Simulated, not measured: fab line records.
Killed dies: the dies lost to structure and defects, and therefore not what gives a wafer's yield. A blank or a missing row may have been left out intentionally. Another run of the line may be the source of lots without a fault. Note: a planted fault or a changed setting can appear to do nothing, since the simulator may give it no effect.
Struck lot and sound lot, side by side    flow sky130    18 out of 708 route steps
Sound: these wafers, L645.2, L645.4, L645.6. Struck: wafer L638.3 (left out: L638.1, L638.5 of the same lot, which were not struck); the cause appears at the end.
At each step with rows: each side's tool, then ch and its chambers, then its first start. Under that, the readings that differ: sound wafers    struck wafers    difference of the means    sigmas: that difference in standard deviations of wafers without a fault.
alike: words and numbers the same on both sides, and readings whose means are apart by under 2 such deviations; not compared: readings that were withheld, readings missing a value for some wafer, numbers with overlapping values and no deviation given by the record, and bounds like >300 which may hide the same value.
The two part at a step that has a row with sigmas, a row that says differs or no value, or rows on one side only. Numbers that don't overlap but have no deviation are shown without sigmas and don't part them. A reading missing from all wafers of one side parts the sides only when that side holds two or more wafers.

first, 3 steps without rows for these wafers: SKY_VIA3_EXPOSE_09 (exposes mask VIM3, target cd 200 nm); SKY_VIA3_PEB_10; SKY_VIA3_DEVELOP_11 (develop time 60 s).
SKY_VIA3_CD_MEAS_12: target cd 200 nm.
  sound on cd_sem-01, day 44 19:17; struck on cd_sem-01, day 42 04:34
reading     sound              struck  difference  sigmas
cd_nm (nm)  197.8 198.3 197.4  201.8   +4.0        +3
SKY_VIA3_OVL_MEAS_13:
  sound on overlay-01, day 44 19:24; struck on overlay-01, day 42 04:41
  alike: VIA3_OVL
SKY_VIA3_ETCH_14: etches BARC in N2/H2, stops on SiO2, time 45.9 s, target depth 60 nm.
  sound on rie_diel-01 ch 1,3, day 44 19:26; struck on rie_diel-01 ch 0, day 42 04:43
reading              sound             struck  difference  sigmas
n2_flow_sccm (sccm)  99.6 100.2 100.1  100.6   +0.6        +2
  alike: drypump_motor_current_A, h2_flow_sccm, oes_product_au, throttle_valve_pct
  not compared: rf_hours_counter_h
SKY_VIA3_ETCH_15: etches SiO2 in C4F8/O2/Ar, stops on TiN, target depth 507 nm, time 78 s.
  sound on rie_diel-01 ch 1,3, day 44 19:28; struck on rie_diel-01 ch 0, day 42 04:46
  alike: oes_product_au
  not compared: rf_hours_counter_h
SKY_VIA3_STRIP_16: strips in O2/N2.
  sound on plasma_asher-02 ch 1, day 44 19:32; struck on plasma_asher-02 ch 1, day 42 04:50
reading                sound              struck  difference  sigmas
oes_product_au (a.u.)  0.397 0.407 0.410  0.392   -0.013      -3
  alike: drypump_motor_current_A, n2_flow_sccm, strip_time_to_endpoint_s
  not compared: rf_hours_counter_h
then, 3 steps without rows for these wafers: SKY_VIA3_STRIP_17 (strips in post etch residue remover, time 1200 s); SKY_VIA3_CLEAN_18 (cleans in IPA, time 180 s); SKY_VIA3_CLEAN_19 (cleans in O3/DIW).
SKY_VIA3_SPUTTER_20: material TiN, target thk 20 nm, time 80 s.
  sound on pvd_sputter-03, day 44 20:10; struck on pvd_sputter-02, day 42 05:25
  alike: throttle_valve_pct
SKY_VIA3_CVD_21: deposits W, target thk 390 nm, time 117.31 s.
  sound on cvd_w-02 ch 1, day 44 20:16; struck on cvd_w-01 ch 1, day 42 05:29
reading                             sound              struck  difference  sigmas
model.W_of_VIA3_CVD_21.thk_nm (nm)  389.7 391.3 390.9  466.6   +76.0       
  alike: heater_power_w
SKY_VIA3_RS_MEAS_22: uses a four-point probe to measure.
  sound on film_metro-01, day 44 20:29; struck on film_metro-01, day 42 05:53
reading             sound              struck  difference  sigmas
VIA3_W_RS (ohm/sq)  0.294 0.293 0.293  0.245   -0.048      -13
  not compared: hold
SKY_VIA3_THK_MEAS_23: measures by xrf.
  sound on film_metro-01, day 44 20:36; struck on film_metro-01, day 42 10:26
reading          sound        struck  difference  sigmas
VIA3_W_THK (nm)  400 401 401  473     +72         +8
  not compared: hold
SKY_VIA3_CMP_24: polishes, stops on SiO2, t overpolish 20 s, target thk 0 nm.
  sound on cmp-01 ch 0,1,3, day 44 20:39; struck on cmp-01 ch 2, day 42 12:48
reading                 sound              struck                    difference                    sigmas
hold                    - - -              await_dispo/2.3h/release  no value on the sound wafers  
motor_current_A (A)     9.2 11.5 10.6      12.9                      +2.5                          +2
platen_rpm (rpm)        60.00 59.99 59.98  60.07                     +0.08                         +2
time_to_endpoint_s (s)  98 99 97           114                       +16                           +4
SKY_METAL4_SPUTTER_00: material Ti, target thk 15 nm, time 10 s.
  sound on pvd_sputter-01, day 44 20:57; struck on pvd_sputter-04, day 42 13:06
  alike: throttle_valve_pct
-- the record jumps here: 5 days lie between the struck wafers' starts before and after (it left off in module METAL4 and takes up again in module PAD_OPEN, whose first step shown is number 708 of the route) --
SKY_PAD_OPEN_PROBE_99:
  sound on prober-01, day 49 21:01; struck on prober-02, day 47 21:40
reading          sound  struck  difference  sigmas
killed_at_other  0 1 0  2       +2          +3
  alike: defect_limited_yield, killed_at_M0_to_M3, killed_at_M4_up, killed_at_contacts, killed_at_front_end, killed_dies, killed_open, killed_short, sort_bin_3_pad_short, sort_bin_5_function, sort_bin_6_memory, sort_n_pass, sort_yield_pct

WHERE THEY PART
First at SKY_VIA3_CD_MEAS_12; last, within this record, at SKY_PAD_OPEN_PROBE_99.

WHY: what the simulator had put in
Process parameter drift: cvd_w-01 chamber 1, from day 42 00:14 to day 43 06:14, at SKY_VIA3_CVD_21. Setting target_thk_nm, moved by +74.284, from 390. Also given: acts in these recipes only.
